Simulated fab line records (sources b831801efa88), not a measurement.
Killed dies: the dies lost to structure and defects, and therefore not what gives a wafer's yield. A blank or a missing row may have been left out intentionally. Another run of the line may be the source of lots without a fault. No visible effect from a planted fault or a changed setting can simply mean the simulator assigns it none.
Which of the tools did it?	flow gf180mcu	13 lots with 39 wafers sampled at 4 steps, on a route of 602 steps

## WHAT THE GAUGES SHOWED, per wafer
GF_LVPWELL_TW_MEAS_11. Usual: LVPWELL_TW 557, standard deviation 3.5.
lot	measured	on	LVPWELL_TW	flag
L322	day 3 21:18	film metro-04	560 559 556	
L324	day 4 09:17	film metro-01	552 550 551	
L325	day 4 13:49	film metro-04	559 557 556	
L328	day 5 08:49	film metro-04	555 557 557	
L330	day 5 19:10	film metro-01	554 553 556	
L331	day 6 01:03	film metro-04	554 555 557	
L332	day 6 05:23	film metro-01	556 555 555	
L335	day 6 23:40	film metro-03	556 561 563	
L337	day 7 16:19	film metro-03	565 564 566	
L339	day 7 22:02	film metro-01	556 552 555	
L342	day 8 13:43	film metro-03	560 560 558	
L344	day 8 22:48	film metro-04	553 557 554	
L345	day 9 07:07	film metro-04	557 557 556	

GF_VT_IMPLANT_OVL_MEAS_40. Usual: VT_IMPLANT_03_OVL -0.6 nm, standard deviation 1.2.
lot	measured	on	VT_IMPLANT_03_OVL (nm)	flag
L322	day 7 14:13	overlay-02	-0.6 0.1 0.5	
L324	day 8 05:19	overlay-02	-2.9 -1.3 -1.1	
L325	day 8 09:16	overlay-02	1.0 1.2 0.4	
L328	day 9 06:01	overlay-02	-3.3 -2.6 -2.9	
L330	day 9 19:40	overlay-02	-0.9 -0.5 -0.7	
L331	day 10 06:31	overlay-01	1.9 0.5 0.1	
L332	day 10 06:52	overlay-01	0.0 1.6 -1.4	
L335	day 11 04:08	overlay-01	-0.9 1.0 -0.5	
L337	day 12 01:07	overlay-01	-0.8 -1.2 -2.1	
L339	day 12 11:56	overlay-02	-0.9 -1.1 0.2	
L342	day 13 02:17	overlay-01	-1.6 -1.5 -1.9	
L344	day 13 14:04	overlay-02	-0.6 -1.2 -1.6	
L345	day 13 22:07	overlay-02	0.1 -0.2 1.2	

## EACH LOT AND THE TOOL THAT RAN IT (in order: tool; ch and the chambers of the sampled wafers; start)
lot	GF_STI_ETCH_14	GF_DNWELL_STRIP_08
L322	rie si-02 ch 1,2, day 2 01:28	plasma asher-04 ch 0,1, day 2 19:10
L324	rie si-02 ch 1,2, day 2 12:23	plasma asher-04 ch 0,1, day 3 06:04
L325	rie si-02 ch 1,2, day 2 16:16	plasma asher-04 ch 0,1, day 3 11:07
L328	rie si-01 ch 0,2, day 3 09:27	plasma asher-04 ch 0,1, day 4 04:02
L330	rie si-02 ch 1,3, day 3 20:06	plasma asher-01 ch 0,1, day 4 14:30
L331	rie si-02 ch 0,2,3, day 4 00:20	plasma asher-04 ch 0,1, day 4 18:51
L332	rie si-02 ch 0,1,2, day 4 04:52	plasma asher-03 ch 0,1, day 4 22:36
L335	rie si-01 ch 1,3, day 4 21:14	plasma asher-01 ch 0,1, day 5 16:01
L337	rie si-01 ch 0,2,3, day 5 07:02	plasma asher-01 ch 0,1, day 6 01:51
L339	rie si-02 ch 1,2,3, day 5 17:51	plasma asher-01 ch 0,1, day 6 13:47
L342	rie si-01 ch 0,2,3, day 6 08:49	plasma asher-04 ch 0,1, day 7 05:04
L344	rie si-02 ch 0,1,3, day 6 19:18	plasma asher-03 ch 0, day 7 15:39
L345	rie si-01 ch 1,2,3, day 7 01:20	plasma asher-04 ch 0, day 7 21:50
- GF_STI_ETCH_14: etches Si in HBr/Cl2/O2, target depth 360 nm, time 102.9 s.
- GF_DNWELL_STRIP_08: strips in O2/N2.

## WHAT THE TOOLS THEMSELVES READ (means of the sampled wafers that have a number; where no wafer has one, the mark that the record gives instead)
GF_STI_ETCH_14. Usual: drypump motor current A 5.4 A, standard deviation 0.44; oes product au 1.004 a.u., standard deviation 0.0096; throttle valve pct 25.654 %, standard deviation 0.011.
lot	tool	drypump motor current A (A)	oes product au (a.u.)	throttle valve pct (%)	flag
L322	rie si-02	5.8	1.011	25.653	
L324	rie si-02	5.5	1.001	25.653	
L325	rie si-02	5.8	1.005	25.654	
L328	rie si-01	5.6	1.001	25.652	
L330	rie si-02	5.7	1.014	25.650	
L331	rie si-02	5.0	1.007	25.657	
L332	rie si-02	5.4	1.003	25.651	
L335	rie si-01	5.4	1.002	25.657	
L337	rie si-01	5.4	1.006	25.654	
L339	rie si-02	5.4	1.008	25.651	
L342	rie si-01	5.4	0.998	25.660	
L344	rie si-02	5.3	1.011	25.650	
L345	rie si-01	5.4	1.006	25.665	

GF_DNWELL_STRIP_08. Usual: drypump motor current A 5.8 A, standard deviation 0.58; heater power w 317 W, standard deviation 26; oes product au 0.722 a.u., standard deviation 0.0046; platen temp c 250.03 C, standard deviation 0.19; strip time to endpoint s 36.99 s, standard deviation 0.092.
lot	tool	drypump motor current A (A)	heater power w (W)	oes product au (a.u.)	platen temp c (C)	strip time to endpoint s (s)	flag
L322	plasma asher-04	5.5	317	0.724	250.16	36.88	
L324	plasma asher-04	5.8	326	0.717	249.93	37.05	
L325	plasma asher-04	5.9	326	0.724	250.00	36.95	
L328	plasma asher-04	5.5	313	0.719	249.91	37.01	
L330	plasma asher-01	6.1	296	0.722	250.02	36.93	
L331	plasma asher-04	5.9	331	0.718	250.31	36.92	
L332	plasma asher-03	5.9	330	0.726	250.00	36.98	
L335	plasma asher-01	5.8	311	0.727	250.22	37.10	
L337	plasma asher-01	5.8	335	0.791	257.30	32.57	OFF
L339	plasma asher-01	5.8	328	0.794	257.71	32.58	OFF
L342	plasma asher-04	5.9	330	0.724	249.94	37.10	
L344	plasma asher-03	4.7	359	0.720	249.95	36.84	
L345	plasma asher-04	5.2	302	0.723	250.21	36.97	

## THE ANSWER, worked out from the rows above alone
Rule: lot off if the mean of its wafers having a number is beyond 3 standard deviations from the usual mean. Also off: a lot with no number at a reading for which 4 or more lots have one. Where the step has rows for the other lots, those lots are counted as sound. After the gauges, taken in route order, come the tools' own readings; for these a lot's mean is taken, as printed above. The first step at which some lot is off is used, and at that step the reading that is off furthest; a lot without a number counts as furthest.
Off at GF_DNWELL_STRIP_08 (strip time to endpoint s): L337, L339.
If a tool, at that step or one of the process steps before it, ran each lot that is off and ran no sound lot following the first of them, it fits. One fits: GF_DNWELL_STRIP_08 on plasma asher-01. A fault onset in the window from L335 (day 5 16:01, its last sound lot) to L337 (day 6 01:51, its first lot off) fits.
The tool's own readings at GF_DNWELL_STRIP_08 bear it out: on the lots that are off they differ by more than 5 times the standard deviation of the sound lots' means. oes product au reads 0.792 a.u. there against 0.722 a.u. on the sound lots; platen temp c reads 257.50 C there against 250.06 C on the sound lots; strip time to endpoint s reads 32.58 s there against 36.98 s on the sound lots.

## WHAT HAD BEEN PUT IN BY THE SIMULATOR
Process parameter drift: plasma asher-01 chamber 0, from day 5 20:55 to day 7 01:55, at GF_DNWELL_STRIP_08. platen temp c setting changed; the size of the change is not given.
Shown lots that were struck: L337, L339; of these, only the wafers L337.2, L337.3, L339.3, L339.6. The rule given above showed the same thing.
